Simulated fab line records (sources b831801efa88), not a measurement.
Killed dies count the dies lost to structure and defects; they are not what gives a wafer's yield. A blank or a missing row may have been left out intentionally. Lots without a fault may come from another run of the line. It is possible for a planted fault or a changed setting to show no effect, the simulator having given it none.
Lot-split experiment | flow gf180mcu | 23 wafers read across 5 lots, on a route 602 steps long

THE SPLIT
At GF_V2_CVD_00 (deposits SiO2, target thk 600 nm, time 100 s), the setting sih4FlowSccm was moved away from the recipe's 60 sccm on 7 of the 23 wafers read, by -5.8% to +11.1%. For the rest of the wafers, this setting stayed at what the recipe calls for.

No step appears in the file between the split and the reading.

THE READING
V2_CVD_00_THK (nm), taken at GF_V2_THK_MEAS_01. Typical for fault-free wafers on this fab line: 600 nm, with standard deviation 5.7 nm.

wafer  | tool, chamber at the split | sih4FlowSccm as run, sccm | against the recipe | V2_CVD_00_THK, nm | against lot-mates on the recipe
L075.1 | hdpcvd-01, 2               | 56.55                     | -5.8%              | 577               | -22
L075.2 | hdpcvd-01, 0               | 60                        | recipe             | 599               | -
L075.3 | hdpcvd-01, 1               | 56.55                     | -5.8%              | 569               | -30
L075.4 | hdpcvd-01, 0               | 56.55                     | -5.8%              | 569               | -30
L075.6 | hdpcvd-01, 1               | 60                        | recipe             | 598               | -
L079.1 | hdpcvd-02, 1               | 60                        | recipe             | 601               | -
L079.2 | hdpcvd-02, 2               | 66.64                     | +11.1%             | 669               | +65
L079.3 | hdpcvd-02, 0               | 60                        | recipe             | 603               | -
L079.4 | hdpcvd-02, 1               | 60                        | recipe             | 607               | -
L079.5 | hdpcvd-02, 2               | 66.64                     | +11.1%             | 662               | +58
L078.2 | hdpcvd-02, 2               | 60                        | recipe             | 603               | -
L078.3 | hdpcvd-02, 0               | 64.04                     | +6.7%              | 647               | +39
L078.4 | hdpcvd-02, 1               | 60                        | recipe             | 608               | -
L078.5 | hdpcvd-02, 0               | 60                        | recipe             | 612               | -
L078.6 | hdpcvd-02, 2               | 64.04                     | +6.7%              | 646               | +38
L082.1 | hdpcvd-02, 1               | 60                        | recipe             | 597               | -
L082.2 | hdpcvd-02, 2               | 60                        | recipe             | 598               | -
L082.3 | hdpcvd-02, 0               | 60                        | recipe             | 595               | -
L082.4 | hdpcvd-02, 1               | 60                        | recipe             | 600               | -
L082.6 | hdpcvd-02, 2               | 60                        | recipe             | 595               | -
L085.2 | hdpcvd-02, 2               | 60                        | recipe             | 596               | -
L085.3 | hdpcvd-02, 1               | 60                        | recipe             | 602               | -
L085.4 | hdpcvd-02, 0               | 60                        | recipe             | 599               | -

FIT RESULTS
A straight line over all 23 wafers: V2_CVD_00_THK changes by +5.82 nm for each +1% of sih4FlowSccm; r = +0.98; the points scatter about the line by 5 nm.
The same after taking each lot's own level away (the mean of its wafers on the recipe; 23 wafers): +5.37 nm for each +1%; r = +0.99; scatter 3.2 nm.
On that fit, the largest move of sih4FlowSccm shifts the reading by 59 nm.
Across the lots, their own levels run from 597.0 to 607.7 nm, a range of 1.9 times the standard deviation given above.
Hence the lot-to-lot level has little effect on the slope; both slopes agree.
Check: +58.4 nm against its lot-mates is what the line predicts for one of the wafers moved furthest among these (+11.1%) when that wafer is left out of the fit. It came out at +65.3 nm against them.

THESE WAFERS: OTHER SPLITS
Other splits were also applied to these wafers ahead of the reading. Each is held against what the fit with the lots' levels taken away leaves over:
other split on the same wafers | wafers away from the commonest value | r with V2_CVD_00_THK (lot level and that fit taken away)
GF_M1_STRIP_17 pressureMtorr   | 15                                   | +0.10
GF_M2_SPUTTER_03 powerW        | 8                                    | +0.16

THE WHOLE CHAIN: every reading that the file lists as answering this split, in the file's order
step              | what it does                                 | reading                                                                  | change (the file's fit)              | r (the file's)
GF_V2_CVD_00      | deposits SiO2, target thk 600 nm, time 100 s | SiO2_of_V2_CVD_00.thkNm (the simulator's own value, which no gauge read) | +5.51 nm for each +1% of the setting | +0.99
GF_V2_THK_MEAS_01 |                                              | V2_CVD_00_THK                                                            | +5.46 for each +1% of the setting    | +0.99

THE FILE'S OWN FIT
V2_CVD_00_THK changes by +5.46 nm for each +1% of sih4FlowSccm, r = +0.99.
